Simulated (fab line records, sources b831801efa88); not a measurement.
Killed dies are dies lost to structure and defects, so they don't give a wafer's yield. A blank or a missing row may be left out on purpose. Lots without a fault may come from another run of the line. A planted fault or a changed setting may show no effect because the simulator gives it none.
Which tool did it? | flow sky130 | 14 lots, 40 wafers sampled, at 1 step of a route of 708

WHAT THE GAUGES READ, wafer by wafer
SKY_VIA4_THK_MEAS_20: measures by xrf.
lot  | measured     | on            | VIA4_W_THK (nm)
L309 | day 44 18:15 | film_metro-01 | 520 524 518
L312 | day 45 08:05 | film_metro-04 | 506 504 510
L313 | day 45 08:40 | film_metro-01 | 505 520 502
L315 | day 45 15:43 | film_metro-04 | 509 488 503
L317 | day 46 07:53 | film_metro-03 | 512 513 520
L318 | day 46 10:44 | film_metro-01 | 517
L321 | day 47 07:10 | film_metro-01 | 511 521 520
L322 | day 47 12:31 | film_metro-04 | 499 512 509
L324 | day 48 00:10 | film_metro-01 | 502 516 508
L325 | day 48 02:25 | film_metro-03 | 514 516 517
L326 | day 48 05:45 | film_metro-03 | 500 509 504
L327 | day 48 08:01 | film_metro-03 | 506 513 489
L328 | day 48 22:30 | film_metro-03 | 511 511 520
L331 | day 49 13:16 | film_metro-04 | 509 500 504

WHICH TOOL RAN EACH LOT (tool, then ch and the chambers of the sampled wafers, then the start)
The record holds no process step before these readings.

WHAT THE TOOLS THEMSELVES READ (means of the sampled wafers that have a number; where no wafer has one, the mark that the record gives instead)
The record holds no such reading with a usual standard deviation.

THE ANSWER, worked out from the rows above alone
Rule: what is usual is taken from the lots themselves. Put in order of their means at a reading, lots are off if they are a third of the lots or fewer, leave a main group of 4 or more, and stand apart from it by a gap of 3 or more times the standard deviation of the main group's means; of several such gaps the widest counts. A main group whose means are all the same, to the digits that the tables above print for the reading, isn't used. A lot without any number at a reading at which 4 lots or more have one is off too. The other lots that the step has rows for count as sound. The gauges are gone through in route order, then the tools' own readings, and for those a lot's mean is taken as printed above. The first step at which some lot is off is used, and at that step the reading that is off furthest; a lot without a number counts as furthest.
No lot is off at any reading shown: from this, nothing can be told.

WHAT THE SIMULATOR HAD PUT IN
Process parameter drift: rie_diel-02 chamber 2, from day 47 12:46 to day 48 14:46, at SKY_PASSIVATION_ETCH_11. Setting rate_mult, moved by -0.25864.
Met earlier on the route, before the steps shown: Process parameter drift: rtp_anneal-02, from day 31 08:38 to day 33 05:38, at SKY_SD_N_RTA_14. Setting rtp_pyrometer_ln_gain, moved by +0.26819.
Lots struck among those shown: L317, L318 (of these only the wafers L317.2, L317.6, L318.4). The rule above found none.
